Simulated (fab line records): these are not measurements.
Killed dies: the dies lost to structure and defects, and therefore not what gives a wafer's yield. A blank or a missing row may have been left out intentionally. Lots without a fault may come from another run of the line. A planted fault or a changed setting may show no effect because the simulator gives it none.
2 desks, one fault    flow gf180mcu    only its own numbers are on each desk; what lay behind them is given at the end

## DESK OF THE TOOL OWNER: iline stepper-01
The tool's own readings at GF_VT_IMPLANT_EXPOSE_37 (exposes mask Nwell HV AREA, target cd 860 nm): means of the sampled wafers that have a number, for each lot that ran on this tool. A lot is out of limits, marked OUT, if its mean lies more than 4 standard deviations from the usual mean; the brackets give that distance.
Columns: A = exposure dose mJ cm2 at GF_VT_IMPLANT_EXPOSE_37, usual 140.00; B = reticle temp C at GF_VT_IMPLANT_EXPOSE_37, usual 23.00 C
lot   first seen here  A                         B
L172  day 7 03:52      140.18                    22.94
L173  day 7 11:20      140.00                    23.09
L176  day 8 08:35      139.79                    23.08
L177  day 8 12:56      140.13                    23.00
L178  day 8 20:11      139.93                    23.01
L185  day 10 18:31     154.57 (+99 or more) OUT  23.02
L188  day 11 15:54     154.66 (+99 or more) OUT  23.03
This desk's finding: out of limits on L185, L188; first on L185, day 10 18:31 (exposure dose mJ cm2 at GF_VT_IMPLANT_EXPOSE_37). Within limits: L172, L173, L176, L177, L178.

## METROLOGY DESK
What the gauges read for every lot (on any tool): the sampled wafers with a number, averaged. A lot is out of limits, marked OUT, if its mean lies more than 4 standard deviations from the usual mean; the brackets give that distance.
Columns: A = VT_IMPLANT_OVL at GF_VT_IMPLANT_OVL_MEAS_07, usual 0.2 nm; B = VT_IMPLANT_03_OVL at GF_VT_IMPLANT_OVL_MEAS_40, usual 0.5 nm
lot   first seen here  A     B
L172  day 5 14:29      -1.9  0.3
L173  day 5 20:35      -0.3  0.8
L174  day 6 01:50      0.1   0.4
L176  day 6 17:32      0.3   1.0
L177  day 6 20:29      0.1   0.2
L178  day 7 02:42      -1.9  -0.5
L179  day 7 15:09      0.7   1.4
L185  day 8 22:47      0.2   0.9
L188  day 9 18:31      0.0   0.9
L189  day 9 23:41      -0.4  -0.8
L192  day 10 20:20     0.0   0.4
L193  day 11 01:00     -2.0  -0.3
L194  day 11 05:57     1.5   -1.7
This desk's verdict: no lot among the 13 shows anything out of limits.

## TAKEN TOGETHER
The tool owner's desk had the chance to raise an alarm at day 10 18:31 on L185, L188.
The metrology desk saw nothing out of limits.
The metrology desk holds a record of L185, L188, inside its limits.
The lots listed all ran GF_VT_IMPLANT_EXPOSE_37 on iline stepper-01.

## WHAT THE SIMULATOR HAD PUT IN
Process parameters drifting: iline stepper-01 at GF_VT_IMPLANT_EXPOSE_37, beginning at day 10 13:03. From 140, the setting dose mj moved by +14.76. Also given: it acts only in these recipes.
Shown lots that were struck: L185, L188.
Hours from the fault's start to each desk's first reading out of limits: the tool owner's desk, 5.
